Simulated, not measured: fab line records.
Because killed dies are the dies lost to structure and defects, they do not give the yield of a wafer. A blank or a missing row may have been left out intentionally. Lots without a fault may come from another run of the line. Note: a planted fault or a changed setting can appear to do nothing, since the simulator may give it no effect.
Comparing a struck lot with a sound one | flow sky130 | 15 steps out of a route of 708
Sound: these wafers, L124.2, L124.3, L124.4. Struck: wafer L136.3 (left out: L136.1, L136.2 of the same lot, which were not struck); the cause appears at the end.
Order at every step that has rows: each side's tool, ch and its chambers, its first start. Under that, the readings that differ: sound wafers | struck wafers | difference of the means | sigmas: that difference in standard deviations of wafers without a fault.
alike: readings whose means differ by less than 2 such deviations, and words and numbers that are the same on both sides. not compared: withheld readings, readings that some wafer has no value for, bounds like >300 that may hide the same value, and numbers for which the record gives no deviation and whose values overlap.
Wherever a step has rows on one side only, a row that says differs or no value, or a row with sigmas, the two part there. When numbers do not overlap yet have no deviation, they are printed without sigmas and do not part them. A reading that every wafer of one side lacks parts them only if that side has two wafers or more.

first, 4 steps without rows for these wafers: SKY_LI_CONTACT_SOFTBAKE_08 (time 90 s); SKY_LI_CONTACT_EXPOSE_09 (exposes mask LICM1, target cd 170 nm); SKY_LI_CONTACT_PEB_10; SKY_LI_CONTACT_DEVELOP_11 (develop time 60 s).
SKY_LI_CONTACT_CD_MEAS_12 targets a cd of 170 nm.
  struck on cd sem-02, day 34 07:56; sound on cd sem-01, day 30 05:08
  alike: cd nm
SKY_LI_CONTACT_OVL_MEAS_13:
  struck on overlay-02, day 34 08:04; sound on overlay-01, day 30 05:15
  alike: LI_CONTACT_OVL
SKY_LI_CONTACT_ETCH_14: etches BARC in N2/H2, stops on SiO2, time 45.9 s, target depth 60 nm.
  sound on rie diel-04 ch 1,2,3, day 30 05:17; struck on rie diel-04 ch 2, day 34 08:05
  alike: drypump motor current A, oes product au, throttle valve pct
  not compared: rf hours counter h
SKY_LI_CONTACT_ETCH_15: etches PSG in C4F8/O2/Ar, stops on Si, target depth 600 nm.
  sound on rie diel-04 ch 1,2,3, day 30 05:19; struck on rie diel-04 ch 2, day 34 08:08
  alike: oes product au
SKY_LI_CONTACT_STRIP_16: strips in O2/N2.
  sound on plasma asher-01 ch 0,1, day 30 05:25; struck on plasma asher-04 ch 0, day 34 08:13
  alike: drypump motor current A, oes product au, strip time to endpoint s
  not compared: rf hours counter h
then, 2 steps without rows for these wafers: SKY_LI_CONTACT_CLEAN_17 (cleans in NMP, time 600 s); SKY_LI_CONTACT_PRE_CLEAN_18 (time 5.6 s).
SKY_LI_CONTACT_SPUTTER_19: material Ti, target thk 20 nm, time 106.37 s.
  struck on pvd sputter-03, day 34 08:32; sound on pvd sputter-04, day 30 05:43
  alike: throttle valve pct
SKY_LI_CONTACT_SPUTTER_20: material TiN, target thk 20 nm, time 80 s.
  struck on pvd sputter-03, day 34 08:37; sound on pvd sputter-04, day 30 05:47
  reading                                        | sound            | struck | difference | sigmas
  model.TiN_of_LI_CONTACT_SPUTTER_20.thk nm (nm) | 20.4 20.48 20.24 | 38.65  | +18.28     |
  alike: throttle valve pct
SKY_LI_CONTACT_CVD_21: deposits W, target thk 400 nm, time 120.56 s.
  sound on cvd w-02 ch 0,1, day 30 05:51; struck on cvd w-01 ch 0, day 34 08:40
  alike: heater power w
-- record jumps: 15 days separate the struck wafers' starts on either side; left off in module LI_CONTACT, taken up again in module PAD_OPEN, whose first shown step is the route's number 708 --
SKY_PAD_OPEN_PROBE_99:
  struck on prober-01, day 49 11:08; sound on prober-01, day 46 13:26
  reading                        | sound           | struck | difference | sigmas
  killed at front end            | 27 10 28        | 13     | -9         | -2
  model.etest.licon ndiff.rc ohm | 186 178.6 177.1 | 192.3  | +11.7      |
  model.etest.licon poly.rc ohm  | 151 144.2 149.3 | 154.4  | +6.2       |
  alike: killed_at_M0_to_M3, killed_at_M4_up, killed at contacts, killed at other, killed dies, killed open, killed short

== WHERE THEY PART ==
At SKY_PAD_OPEN_PROBE_99 and nowhere else, as far as this record goes.

WHY: the cause the simulator had injected
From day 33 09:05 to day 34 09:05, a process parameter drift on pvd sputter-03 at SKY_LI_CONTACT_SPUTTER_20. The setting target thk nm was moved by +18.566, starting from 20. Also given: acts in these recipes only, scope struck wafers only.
